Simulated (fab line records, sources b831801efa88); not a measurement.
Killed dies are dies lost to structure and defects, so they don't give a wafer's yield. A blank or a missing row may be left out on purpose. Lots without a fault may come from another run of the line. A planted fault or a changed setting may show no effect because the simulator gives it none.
A struck lot beside a sound one | flow gf180mcu | 22 steps out of a route of 602
Sound: wafers L359.1, L359.2, L359.3. Struck: wafers L351.1, L351.2, L351.5. The cause comes at the end.
At each step with rows: each side's tool, then ch and its chambers, then its first start. Under that, the readings that differ: sound wafers | struck wafers | difference of the means | sigmas: that difference in standard deviations of wafers without a fault.
alike: readings whose means differ by less than 2 such deviations, and words and numbers that are the same on both sides. not compared: withheld readings, readings that some wafer has no value for, bounds like >300 that may hide the same value, and numbers for which the record gives no deviation and whose values overlap.
The two part at a step that has a row with sigmas, a row that says differs or no value, or rows on one side only. Numbers that don't overlap but have no deviation are shown without sigmas and don't part them. A reading that every wafer of one side lacks parts them only if that side has two wafers or more.

first, 6 steps without rows for these wafers: GF_VT_IMPLANT_HMDS_12 (prime time 60 s); GF_VT_IMPLANT_COAT_13 (resist thk 1000 nm); GF_VT_IMPLANT_SOFTBAKE_14 (time 60 s); GF_VT_IMPLANT_EXPOSE_15 (exposes mask Nwell LV AREA, target cd 860 nm); GF_VT_IMPLANT_PEB_16; GF_VT_IMPLANT_DEVELOP_17 (develop time 60 s).
GF_VT_IMPLANT_OVL_MEAS_18:
  sound on overlay-01, day 11 09:13; struck on overlay-02, day 9 06:10
  alike: VT_IMPLANT_01_OVL
then, 1 step without rows for these wafers: GF_VT_IMPLANT_IMPLANT_19.
GF_VT_IMPLANT_STRIP_20: strips in O2/N2.
  sound on plasma_asher-01 ch 0,1, day 11 09:25; struck on plasma_asher-03 ch 0,1, day 9 06:21
  alike: drypump_motor_current_A, heater_power_w, oes_product_au, strip_time_to_endpoint_s
  not compared: rf_hours_counter_h
GF_VT_IMPLANT_TW_MEAS_21:
  sound on film_metro-02, day 11 09:31; struck on film_metro-04, day 9 06:27
  alike: VT_IMPLANT_2_TW
then, 2 steps without rows for these wafers: GF_VT_IMPLANT_DEHYDRATE_22 (time 60 s); GF_VT_IMPLANT_HMDS_23 (prime time 60 s).
GF_VT_IMPLANT_COAT_24: resist thk 1000 nm.
  sound on litho_track-03 ch 0, day 11 18:38; struck on litho_track-04 ch 0, day 9 14:58
  reading                                         | sound                | struck               | difference | sigmas
  spin_speed_rpm (rpm)                            | 2997.2 2998.3 2999.0 | 2848.4 2846.9 2846.5 | -150.9     | -79
  model.NOVOLAK_of_VT_IMPLANT_COAT_24.thk_nm (nm) | 996.7 997.1 997.8    | 1029 1031 1025       | +31        |
  alike: resist_line_temp_C
then, 3 steps without rows for these wafers: GF_VT_IMPLANT_SOFTBAKE_25 (time 60 s); GF_VT_IMPLANT_EXPOSE_26 (exposes mask LVPWELL HV AREA, target cd 860 nm); GF_VT_IMPLANT_PEB_27.
GF_VT_IMPLANT_DEVELOP_28: develop time 60 s.
  sound on litho_track-03 ch 0, day 12 04:29; struck on litho_track-01 ch 0, day 10 00:01
  reading                                         | sound             | struck         | difference | sigmas
  model.NOVOLAK_of_VT_IMPLANT_COAT_24.thk_nm (nm) | 996.3 996.7 997.4 | 1029 1031 1025 | +32        |
  alike: resist_line_temp_C
GF_VT_IMPLANT_OVL_MEAS_29:
  sound on overlay-02, day 12 04:38; struck on overlay-01, day 10 00:10
  alike: VT_IMPLANT_02_OVL
then, 1 step without rows for these wafers: GF_VT_IMPLANT_IMPLANT_30.
GF_VT_IMPLANT_STRIP_31: strips in O2/N2.
  sound on plasma_asher-01 ch 0,1, day 12 04:49; struck on plasma_asher-02 ch 0,1, day 10 00:22
  reading                      | sound                | struck               | difference | sigmas
  strip_time_to_endpoint_s (s) | 12.575 12.592 12.601 | 12.902 12.914 12.838 | +0.295     | +11
  alike: drypump_motor_current_A, heater_power_w, oes_product_au
  not compared: rf_hours_counter_h
GF_VT_IMPLANT_TW_MEAS_32:
  sound on film_metro-04, day 12 04:55; struck on film_metro-02, day 10 00:28
  alike: VT_IMPLANT_3_TW
-- the record jumps here: 23 days lie between the struck wafers' starts before and after (it left off in module VT_IMPLANT and takes up again in module PASSIVATION, whose first step shown is number 602 of the route) --
GF_PASSIVATION_PROBE_99:
  the record has rows for the struck wafers here (prober-02, day 32 13:17) and none for the sound ones

WHERE THEY PART
First at GF_VT_IMPLANT_COAT_24; last, within this record, at GF_PASSIVATION_PROBE_99.

WHY: what the simulator had put in
Process parameter drift: litho_track-04, from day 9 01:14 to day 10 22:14, at GF_VT_IMPLANT_COAT_24. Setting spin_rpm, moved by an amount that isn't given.
